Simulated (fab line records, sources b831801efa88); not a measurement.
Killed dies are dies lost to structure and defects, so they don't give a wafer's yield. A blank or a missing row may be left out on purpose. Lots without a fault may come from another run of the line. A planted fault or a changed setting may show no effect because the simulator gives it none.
Split-lot experiment | flow sfq_line | 5 lots, 23 wafers read, on a route of 325 steps

THE SPLIT
At SFQ_TRILAYER_M5_ETCH_METAL_ETCH_126 (etches Nb in Cl2/BCl3, stops on SiO2, time 203.2 s, target depth 265 nm), the setting time_s was moved away from the recipe's 203.2 s on 6 of the 23 wafers read, by -14.7% to -10.0%. The other wafers ran this setting at the recipe's value.

The reading is taken at the split's own step.

THE READING
oes_product_au, in a.u., at SFQ_TRILAYER_M5_ETCH_METAL_ETCH_126 (etches Nb in Cl2/BCl3, stops on SiO2, time 203.2 s, target depth 265 nm). Fault-free wafers of this fab line usually give 0.727 a.u., standard deviation 0.0056 a.u..

wafer  | tool, chamber at the split | time_s as run, s | against the recipe | oes_product_au, a.u. | against lot-mates on the recipe
L076.1 | rie_metal-04, 1            | 203.2            | recipe             | 0.724                | -
L076.2 | rie_metal-04, 0            | 203.2            | recipe             | 0.722                | -
L076.3 | rie_metal-04, 0            | 203.2            | recipe             | 0.729                | -
L076.4 | rie_metal-04, 1            | 203.2            | recipe             | 0.720                | -
L076.6 | rie_metal-04, 1            | 203.2            | recipe             | 0.723                | -
L078.1 | rie_metal-04, 1            | 203.2            | recipe             | 0.728                | -
L078.2 | rie_metal-04, 0            | 203.2            | recipe             | 0.722                | -
L078.4 | rie_metal-04, 1            | 203.2            | recipe             | 0.713                | -
L078.5 | rie_metal-04, 0            | 203.2            | recipe             | 0.724                | -
L078.6 | rie_metal-04, 1            | 203.2            | recipe             | 0.719                | -
L079.2 | rie_metal-01, 0            | 203.2            | recipe             | 0.735                | -
L079.3 | rie_metal-01, 0            | 203.2            | recipe             | 0.733                | -
L079.4 | rie_metal-01, 1            | 182.8            | -10.0%             | 0.770                | +0.036
L079.5 | rie_metal-01, 0            | 182.8            | -10.0%             | 0.770                | +0.036
L079.6 | rie_metal-01, 1            | 182.8            | -10.0%             | 0.770                | +0.036
L080.3 | rie_metal-02, 0            | 203.2            | recipe             | 0.723                | -
L080.5 | rie_metal-02, 0            | 203.2            | recipe             | 0.715                | -
L080.6 | rie_metal-02, 1            | 203.2            | recipe             | 0.725                | -
L084.1 | rie_metal-04, 1            | 203.2            | recipe             | 0.733                | -
L084.2 | rie_metal-04, 0            | 203.2            | recipe             | 0.733                | -
L084.3 | rie_metal-04, 1            | 173.3            | -14.7%             | 0.793                | +0.060
L084.5 | rie_metal-04, 1            | 173.3            | -14.7%             | 0.793                | +0.060
L084.6 | rie_metal-04, 0            | 173.3            | -14.7%             | 0.793                | +0.060

THE FIT
A straight line over all 23 wafers: oes_product_au changes by -0.0046 a.u. for each +1% of time_s; r = -0.98; the points scatter about the line by 0.0056 a.u..
The same after taking each lot's own level away (the mean of its wafers on the recipe; 23 wafers): -0.00394 a.u. for each +1%; r = -0.99; scatter 0.0036 a.u..
On that fit, the largest move of time_s shifts the reading by 0.058 a.u..
The lots' own levels span 0.7210 to 0.7340 a.u., that is 2.3 times the standard deviation above.
So the lot-to-lot level changes the slope: the two fits differ.
Check: with one of the wafers moved furthest among these (-14.7%) left out of the fit, the line predicts +0.0571 a.u. for it against its lot-mates. It came out at +0.06 a.u. against them.
Tool readings at the split's step, against how far the setting was moved: oes_product_au r = -0.98.

OTHER SPLITS ON THESE WAFERS
These wafers also went through other splits before the reading. Each is held against what the fit with the lots' levels taken away leaves over:
other split on the same wafers              | wafers away from the commonest value | r with oes_product_au (lot level and that fit taken away)
SFQ_TRILAYER_JJ_CE_LITHO_EXPOSE_115 dose_mj | 5                                    | +0.01
SFQ_TRILAYER_M5_LITHO_COAT_128 spin_rpm     | 6                                    | +0.00

THE WHOLE CHAIN: every reading that the file lists as answering this split, in the file's order
step                                | what it does                                                            | reading                                                                                   | change (the file's fit)                   | r (the file's)
SFQ_TRILAYER_M5_ETCH_METAL_ETCH_126 | etches Nb in Cl2/BCl3, stops on SiO2, time 203.2 s, target depth 265 nm | oes_product_au                                                                            | -0.00391 a.u. for each +1% of the setting | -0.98
SFQ_TRILAYER_M5_ETCH_METAL_ETCH_126 | etches Nb in Cl2/BCl3, stops on SiO2, time 203.2 s, target depth 265 nm | KrF_of_TRILAYER_M5_LITHO_COAT_123.thk_nm (the simulator's own value, which no gauge read) | -1.72 nm for each +1% of the setting      | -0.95

THE FILE'S OWN FIT
oes_product_au changes by -0.00391 a.u. for each +1% of time_s, r = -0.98.
